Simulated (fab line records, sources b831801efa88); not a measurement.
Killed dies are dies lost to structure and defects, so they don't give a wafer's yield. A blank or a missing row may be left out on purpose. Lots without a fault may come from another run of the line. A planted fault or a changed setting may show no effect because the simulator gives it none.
fab line records | flow sky130
record lots=11 wafers=33 last_day=50
route steps=708 shown CONTACT@432 METAL1@452 METAL2@487
lots that met no fault: from a run of the same line without faults
start_h: hours from the record's first day to the start of the lot's first wafer shown | wait_h: hours since the lot's step before | " the same as in the row above | L1.1+2: a row that stands for several wafers | - no value, or no start given | * or withheld: withheld | < > ~ a bound
route shown NAME@n: a module of which the file shows steps, and the number in the route of the first | usual: mean/standard deviation of fault-free wafers | same: alike in all rows | chamber/n: place in a boat | sites: the reading at each site | _std_site: their standard deviation | _edge_site: outer sites' mean less inner sites' | radius_mm: how far each site lies from the wafer's centre | mask NAME#n: copy n | behind: the tool/chamber that last shaped the wafer | hold: why the lot was held/for how many hours/how that ended | device: the transistor (n, p or np) that didn't switch | end of line: the same wafers' tests at the end of the route | a step without rows: its recipe alone | killed: dies lost to structure and defects at the first sort, not the wafer's yield | map: a wafer's dies, x killed, . not, _ none there
set.NAME: the setting as run; set.NAME@STEP: as run at that earlier step | model.NAME: the simulator's own value behind a step, which no gauge read
steps of the route over a sample of lots; a table a step, a row a wafer
services: from which hour (start_h, from the record's first day; less than 0 if before it) a tool's chamber was out of use, for how many hours, and why
## steps
# step SKY_CONTACT_THK_MEAS_26
# recipe thk_meas_gauge=xrf reads=W_of_CONTACT_CVD_24
# usual CONTACT_W_THK=347/5.9
# columns lot.wafer tool chamber start_h wait_h CONTACT_W_THK[nm]
L606.1 film_metro-01 - 752.71 0.1 353
L606.2 " - " " 349
L606.5 " - " " 351
L607.4 film_metro-04 - 781.19 0.1 341
L607.5 " - " " 343
L607.6 " - " " 342
L609.1 film_metro-03 - 797.46 0.1 351
L609.3 " - " " 343
L609.5 " - " " 350
L608.1 film_metro-03 - 801.33 0.1 347
L608.2 " - " " 340
L608.6 " - " " 340
L616.1 film_metro-01 - 845.81 0.1 356
L616.3 " - " " 350
L616.5 " - " " 356
L617.1 film_metro-03 - 849.16 0.1 348
L617.2 " - " " 352
L617.5 " - " " 351
L619.1 film_metro-01 - 866.61 0.1 355
L619.2 " - " " 350
L619.4 " - " " 355
L621.2 film_metro-03 - 878.24 0.1 352
L621.3 " - " " 345
L621.4 " - " " 352
L622.3 film_metro-01 - 882.88 0.1 348
L622.4 " - " " 355
L622.5 " - " " 347
L623.1 film_metro-04 - 887.42 0.1 345
L623.2 " - " " 350
L623.3 " - " " 345
L625.2 film_metro-04 - 903.25 0.1 336
L625.4 " - " " 343
L625.5 " - " " 344
# step SKY_METAL1_ETCH_18
# recipe chemistry=N2/H2 target=BARC ion_energy_ev=200 bias_w=100 pressure_mtorr=30 n2_flow_sccm=100 h2_flow_sccm=200 icp_w=500 stop_on=SiO2 time_s=45.9 target_depth_a=600
# usual drypump_motor_current_A=5.8/0.46 oes_product_au=0.854/0.0048 throttle_valve_pct=13.224/0.0089
# same time_s=45.9
# columns lot.wafer tool chamber start_h wait_h drypump_motor_current_A oes_product_au rf_hours_counter_h throttle_valve_pct
L606.1 rie_metal-02 1 781.10 0.0 5.4 0.851 6 13.201
L606.2 " 0 " " 6.1 0.852 3 13.226
L606.5 " 1 " " 5.3 0.858 - 13.220
L607.4 rie_metal-01 1 808.72 0.0 5.1 0.864 - 13.228
L607.5 " 1 " " 5.1 0.859 - 13.244
L607.6 " 0 " " 5.9 0.858 - 13.223
L609.1 rie_metal-01 1 824.73 0.0 5.1 0.848 3 13.219
L609.3 " 1 " " 5.1 0.853 - 13.221
L609.5 " 1 " " 5.1 0.853 - 13.224
L608.1 rie_metal-02 0 828.46 0.0 6.2 0.849 5 13.222
L608.2 " 1 " " 5.4 0.853 8 13.231
L608.6 " 0 " " 6.2 0.856 - 13.220
L616.1 rie_metal-01 0 872.31 0.0 5.9 0.855 6 13.229
L616.3 " 0 " " 5.9 0.851 - 13.214
L616.5 " 0 " " 5.9 0.851 - 13.229
L617.1 rie_metal-01 1 876.26 0.0 5.1 0.850 4 13.226
L617.2 " 0 " " 5.9 0.861 6 13.222
L617.5 " 1 " " 5.1 0.851 - 13.217
L619.1 rie_metal-02 1 893.50 0.0 5.4 0.851 11 13.221
L619.2 " 0 " " 6.1 0.854 8 13.222
L619.4 " 0 " " 6.1 0.851 - 13.233
L621.2 rie_metal-04 1 904.85 0.1 6.5 0.847 - 13.225
L621.3 " 1 " " 6.5 0.850 - 13.226
L621.4 " 1 " " 6.5 0.860 - 13.230
L622.3 rie_metal-02 1 910.01 0.0 5.4 0.851 - 13.224
L622.4 " 0 " " 6.2 0.858 - 13.211
L622.5 " 1 " " 5.3 0.855 - 13.231
L623.1 rie_metal-04 0 913.47 0.0 5.7 0.849 0 13.222
L623.2 " 1 " " 6.5 0.852 6 13.223
L623.3 " 1 " " 6.5 0.853 - 13.236
L625.2 rie_metal-02 0 929.25 0.0 6.1 0.853 10 13.206
L625.4 " 1 " " 5.3 0.857 - 13.233
L625.5 " 0 " " 6.1 0.856 - 13.224
# step SKY_METAL2_SPUTTER_04
# recipe material=TiN target_thk_nm=70 power_w=6500 time_s=58.3 chamber_pressure_pa=0.4
# usual throttle_valve_pct=30.2/0.7
# columns lot.wafer tool chamber start_h wait_h throttle_valve_pct
L606.1 pvd_sputter-01 - 810.50 0.0 29.1
L606.2 " - " " 30.5
L606.5 " - " " 30.6
L607.4 pvd_sputter-01 - 838.14 0.0 30.5
L607.5 " - " " 30.4
L607.6 " - " " 29.0
L609.1 pvd_sputter-04 - 853.74 0.0 30.0
L609.3 " - " " 29.7
L609.5 " - " " 29.8
L608.1 pvd_sputter-01 - 857.69 0.0 30.7
L608.2 " - " " 29.0
L608.6 " - " " 30.5
L616.1 pvd_sputter-02 - 901.40 0.0 29.1
L616.3 " - " " 29.6
L616.5 " - " " 31.0
L617.1 pvd_sputter-02 - 904.62 0.0 29.8
L617.2 " - " " 29.5
L617.5 " - " " 29.7
L619.1 pvd_sputter-04 - 922.35 0.0 30.7
L619.2 " - " " 29.8
L619.4 " - " " 30.6
L621.2 pvd_sputter-02 - 933.60 0.0 29.8
L621.3 " - " " 29.6
L621.4 " - " " 29.6
L622.3 pvd_sputter-01 - 937.82 0.0 30.4
L622.4 " - " " 31.6
L622.5 " - " " 30.4
L623.1 pvd_sputter-04 - 940.55 0.0 29.8
L623.2 " - " " 30.5
L623.3 " - " " 31.0
L625.2 pvd_sputter-04 - 957.32 0.0 29.8
L625.4 " - " " 29.7
L625.5 " - " " 30.7
# step SKY_METAL2_THK_MEAS_06
# recipe thk_meas_gauge=xrf reads=AlCu_of_METAL2_SPUTTER_02
# usual METAL2_ALCU_THK=250/3
# columns lot.wafer tool chamber start_h wait_h METAL2_ALCU_THK[nm]
L606.1 film_metro-02 - 810.67 0.1 246
L606.2 " - " " 248
L606.5 " - " " 246
L607.4 film_metro-02 - 838.34 0.1 227
L607.5 " - " " 225
L607.6 " - " " 224
L609.1 film_metro-02 - 853.91 0.1 251
L609.3 " - " " 254
L609.5 " - " " 252
L608.1 film_metro-01 - 857.86 0.1 231
L608.2 " - " " 229
L608.6 " - " " 230
L616.1 film_metro-01 - 901.57 0.1 251
L616.3 " - " " 249
L616.5 " - " " 248
L617.1 film_metro-01 - 904.79 0.1 248
L617.2 " - " " 249
L617.5 " - " " 249
L619.1 film_metro-03 - 922.52 0.1 251
L619.2 " - " " 253
L619.4 " - " " 251
L621.2 film_metro-01 - 933.78 0.1 249
L621.3 " - " " 250
L621.4 " - " " 248
L622.3 film_metro-02 - 938.01 0.1 244
L622.4 " - " " 243
L622.5 " - " " 247
L623.1 film_metro-03 - 940.72 0.1 252
L623.2 " - " " 252
L623.3 " - " " 250
L625.2 film_metro-01 - 957.50 0.1 253
L625.4 " - " " 255
L625.5 " - " " 251
# step SKY_METAL2_ETCH_18
# recipe chemistry=N2/H2 target=BARC ion_energy_ev=200 bias_w=100 pressure_mtorr=30 n2_flow_sccm=100 h2_flow_sccm=200 icp_w=500 stop_on=SiO2 time_s=45.9 target_depth_a=600
# usual drypump_motor_current_A=5.6/0.41 oes_product_au=0.855/0.0047 throttle_valve_pct=13.225/0.0093
# same time_s=45.9
# columns lot.wafer tool chamber start_h wait_h drypump_motor_current_A oes_product_au rf_hours_counter_h throttle_valve_pct
L606.1 rie_metal-02 0 837.13 0.0 6.2 0.856 5.1 13.225
L606.2 " 1 " " 5.4 0.861 8.0 13.245
L606.5 " 1 " " 5.4 0.856 - 13.221
L607.4 rie_metal-02 1 864.08 0.0 5.4 0.855 - 13.237
L607.5 " 0 " " 6.1 0.854 - 13.215
L607.6 " 1 " " 5.4 0.853 - 13.226
L609.1 rie_metal-02 0 879.31 0.0 6.1 0.848 7.0 13.233
L609.3 " 0 " " 6.1 0.853 - 13.226
L609.5 " 0 " " 6.1 0.858 - 13.234
L608.1 rie_metal-01 1 883.83 0.0 5.1 0.859 4.8 13.237
L608.2 " 0 " " 5.9 0.853 6.5 13.217
L608.6 " 1 " " 5.1 0.862 - 13.230
L616.1 rie_metal-02 0 926.73 0.0 6.1 0.849 9.6 13.221
L616.3 " 0 " " 6.1 0.856 - 13.234
L616.5 " 1 " " 5.4 0.850 - 13.213
L617.1 rie_metal-03 1 929.68 0.0 5.1 0.851 12.8 13.220
L617.2 " 0 " " 5.8 0.852 8.3 13.222
L617.5 " 0 " " 5.8 0.847 - 13.237
L619.1 rie_metal-01 1 947.06 0.0 5.1 0.855 8.0 13.233
L619.2 " 0 " " 5.9 0.850 9.7 13.228
L619.4 " 1 " " 5.1 0.851 - 13.199
L621.2 rie_metal-01 1 957.83 0.0 5.1 0.853 8.6 13.219
L621.3 " 0 " " 5.9 0.859 - 13.226
L621.4 " 1 " " 5.1 0.850 - 13.223
L622.3 rie_metal-01 1 962.25 0.0 5.1 0.848 - 13.235
L622.4 " 0 " " 5.9 0.857 - 13.222
L622.5 " 1 " " 5.1 0.855 - 13.239
L623.1 rie_metal-03 0 964.23 0.0 5.8 0.859 9.9 13.227
L623.2 " 1 " " 5.1 0.863 14.4 13.224
L623.3 " 0 " " 5.8 0.857 - 13.241
L625.2 rie_metal-02 0 978.96 0.0 6.1 0.861 11.9 13.220
L625.4 " 0 " " 6.1 0.852 - 13.220
L625.5 " 1 " " 5.4 0.854 - 13.219
## services
# columns tool chamber start_h hours kind
rie_metal-04 - 773.53 0.4 repair
pvd_sputter-04 - 775.92 5.5 repair
pvd_sputter-04 0 811.75 - consumable_replace:kit
pvd_sputter-04 0 811.75 18.0 scheduled_down
pvd_sputter-04 0 811.75 18.0 vent_cycle
pvd_sputter-04 - 816.93 2.1 repair
pvd_sputter-02 - 832.51 12.7 repair
rie_metal-03 - 836.44 1.1 repair
pvd_sputter-01 - 845.03 0.9 repair
pvd_sputter-01 - 860.96 2.1 repair
rie_metal-02 - 906.27 2.8 pm
pvd_sputter-01 - 909.97 1.9 repair
rie_metal-02 1 917.11 2.6 repair
pvd_sputter-02 - 926.81 3.3 repair
pvd_sputter-04 - 942.44 1.1 repair
rie_metal-01 - 954.43 2.8 pm
pvd_sputter-01 0 958.13 - consumable_replace:kit
pvd_sputter-01 0 958.13 18.0 scheduled_down
pvd_sputter-01 0 958.13 18.0 vent_cycle
pvd_sputter-04 3 964.25 - consumable_replace:kit
pvd_sputter-04 3 964.25 18.0 scheduled_down
rie_metal-03 - 971.97 0.5 repair
rie_metal-02 - 973.21 2.7 repair
pvd_sputter-04 - 976.07 8.4 repair
## key
first_sign step=SKY_METAL2_THK_MEAS_06 reading=METAL2_ALCU_THK direction=down sigmas=7.6 usual=250 struck=228
effect none on later readings
met_at SKY_METAL2_SPUTTER_04
struck_lots L607,L608
not_acting_at SKY_CONTACT_THK_MEAS_26,SKY_METAL1_ETCH_18,SKY_METAL2_ETCH_18
onset_between 810.50 838.14
fault kind=process_parameter_drift tool=pvd_sputter-01 chamber=- onset_h=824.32 steps=SKY_METAL2_SPUTTER_04 channel=time_s offset=* shape=step end_h=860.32 acts_in=* stated=*
